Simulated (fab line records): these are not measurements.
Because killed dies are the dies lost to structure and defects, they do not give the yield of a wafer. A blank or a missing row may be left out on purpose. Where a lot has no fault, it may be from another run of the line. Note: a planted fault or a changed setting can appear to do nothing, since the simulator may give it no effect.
The same fault as seen by 2 desks || flow sky130 || each desk holds nothing but its own numbers, with what lay behind them at the end

THE TOOL OWNER'S DESK: rie-metal-02
The tool's own readings at SKY_METAL4_METAL_ETCH_18 (etches the open film in Cl2/BCl3, stops on SiO2, target depth 845 nm, time 183.1 s): means of the sampled wafers that have a number, for each lot that ran on this tool. The brackets show how far a lot's mean lies from the usual mean; more than 4 standard deviations puts the lot out of limits, marked OUT.
Columns: A = drypump-motor-current-A at SKY_METAL4_METAL_ETCH_18, usual 5.4 A; B = oes-product-au at SKY_METAL4_METAL_ETCH_18, usual 0.863 a.u.; C = throttle-valve-pct at SKY_METAL4_METAL_ETCH_18, usual 22.264 %
{"lot": "L197", "first seen here": "day 43 01:31", "A": 5.4, "B": 0.861, "C": 22.259}
{"lot": "L202", "first seen here": "day 44 10:30", "A": 5.4, "B": 0.855, "C": 22.268}
{"lot": "L216", "first seen here": "day 48 01:31", "A": 5.4, "B": 0.863, "C": 22.269}
This desk found nothing out of limits on any of the 3 lots.

METROLOGY DESK
Means of the sampled wafers that have a number, per lot and without regard to the tool the lot ran on: this is what the gauges read. The brackets show how far a lot's mean lies from the usual mean; more than 4 standard deviations puts the lot out of limits, marked OUT.
Columns: A = VIA1_OVL at SKY_VIA1_OVL_MEAS_13, usual -2 nm
{"lot": "L193", "first seen here": "day 34 03:22", "A": 1}
{"lot": "L194", "first seen here": "day 34 09:08", "A": -4}
{"lot": "L195", "first seen here": "day 34 22:46", "A": -3}
{"lot": "L197", "first seen here": "day 35 06:16", "A": -5}
{"lot": "L202", "first seen here": "day 37 01:08", "A": -1}
{"lot": "L206", "first seen here": "day 38 04:23", "A": 1}
{"lot": "L208", "first seen here": "day 39 00:29", "A": 6}
{"lot": "L209", "first seen here": "day 39 06:45", "A": -1}
{"lot": "L211", "first seen here": "day 39 21:08", "A": -7}
{"lot": "L212", "first seen here": "day 39 21:55", "A": -6}
{"lot": "L213", "first seen here": "day 40 04:09", "A": -6}
{"lot": "L214", "first seen here": "day 40 10:13", "A": 6}
{"lot": "L216", "first seen here": "day 41 04:37", "A": -7}
This desk found nothing out of limits on any of the 13 lots.

BROUGHT TOGETHER
The tool owner's desk saw nothing out of limits.
The metrology desk saw nothing out of limits.

WHAT WAS PUT IN BY THE SIMULATOR
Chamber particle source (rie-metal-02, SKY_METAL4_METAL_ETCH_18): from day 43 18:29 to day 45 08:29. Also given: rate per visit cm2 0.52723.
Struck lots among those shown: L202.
